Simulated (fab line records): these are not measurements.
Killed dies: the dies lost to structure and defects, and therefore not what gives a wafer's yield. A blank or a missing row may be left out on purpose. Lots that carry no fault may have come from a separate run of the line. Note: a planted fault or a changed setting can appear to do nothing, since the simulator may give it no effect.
One fault seen from 2 desks	flow sky130	each desk has only its own numbers; what lay behind them comes last

TOOL OWNER'S DESK, litho_track-03
The tool's own readings at SKY_SONOS_TUNNEL_SOFTBAKE_03 (time 60 s): means of the sampled wafers that have a number, for each lot that ran on this tool. Any lot whose mean is over 4 standard deviations away from the usual mean is out of limits and marked OUT; that distance is given in the brackets.
Columns: A = chill_plate_temp_C at SKY_SONOS_TUNNEL_SOFTBAKE_03, usual 23.02 C; B = heater_power_total_W at SKY_SONOS_TUNNEL_SOFTBAKE_03, usual 56.60 W; C = plate_temp_C at SKY_SONOS_TUNNEL_SOFTBAKE_03, usual 89.97 C
lot	first seen here	A	B	C
L148	day 11 20:36	23.12	56.61	90.01
L149	day 13 00:56	23.08	56.61	89.89
L155	day 14 02:57	23.00	56.00 (-13) OUT	89.31 (-5.5) OUT
L156	day 14 09:30	22.93	55.94 (-15) OUT	89.18 (-6.6) OUT
L164	day 17 01:03	23.04	56.56	89.96
L167	day 18 00:48	22.97	56.58	89.78
This desk's finding: out of limits on L155, L156; first on L155, day 14 02:57 (heater_power_total_W at SKY_SONOS_TUNNEL_SOFTBAKE_03). L148, L149, L164, L167 stayed within limits.

AT THE METROLOGY DESK
What the gauges read, lot by lot, whatever tool the lot ran on: means of the sampled wafers that have a number. Any lot whose mean is over 4 standard deviations away from the usual mean is out of limits and marked OUT; that distance is given in the brackets.
Columns: A = VT_ADJUST_HVTR_TW at SKY_VT_ADJUST_HVTR_TW_MEAS_11, usual 208.4; B = VT_ADJUST_PCH_TW at SKY_VT_ADJUST_PCH_TW_MEAS_10, usual 142.7; C = SONOS_ONO_OXIDATION_THK at SKY_SONOS_ONO_THK_MEAS_01, usual 2.58 nm
lot	first seen here	A	B	C
L145	day 9 17:31	207.4	143.1	2.51
L146	day 9 17:49	210.5	143.2	2.62
L147	day 10 06:01	210.4	142.9	2.61
L148	day 10 11:10	209.5	142.9	2.52
L149	day 11 12:18	206.8	143.1	2.59
L152	day 11 13:44	206.9	142.9	2.60
L154	day 12 06:34	207.6	141.6	2.59
L155	day 12 13:10	210.2	141.7	2.59
L156	day 12 19:01	210.9	142.6	2.53
L157	day 13 07:10	206.4	141.9	2.61
L162	day 14 14:58	206.1	142.9	2.53
L164	day 15 07:11	209.4	142.9	2.62
L167	day 16 05:22	210.1	142.1	2.62
L168	day 16 16:58	209.3	141.9	2.57
Finding of this desk: none of the 14 lots has anything out of limits.

TAKEN TOGETHER
The tool owner's desk had the chance to raise an alarm at day 14 02:57 on L155, L156.
The metrology desk saw nothing out of limits.
The metrology desk holds a record of L155, L156, inside its limits.
All the named lots went through SKY_SONOS_TUNNEL_SOFTBAKE_03 on litho_track-03.

WHAT HAD BEEN PUT IN BY THE SIMULATOR
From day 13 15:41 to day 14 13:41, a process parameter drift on litho_track-03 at SKY_SONOS_TUNNEL_SOFTBAKE_03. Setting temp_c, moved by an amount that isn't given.
Lots struck among those shown: L155, L156.
Time in hours from fault onset to the first out-of-limits reading at each desk: the tool owner's desk, 11.
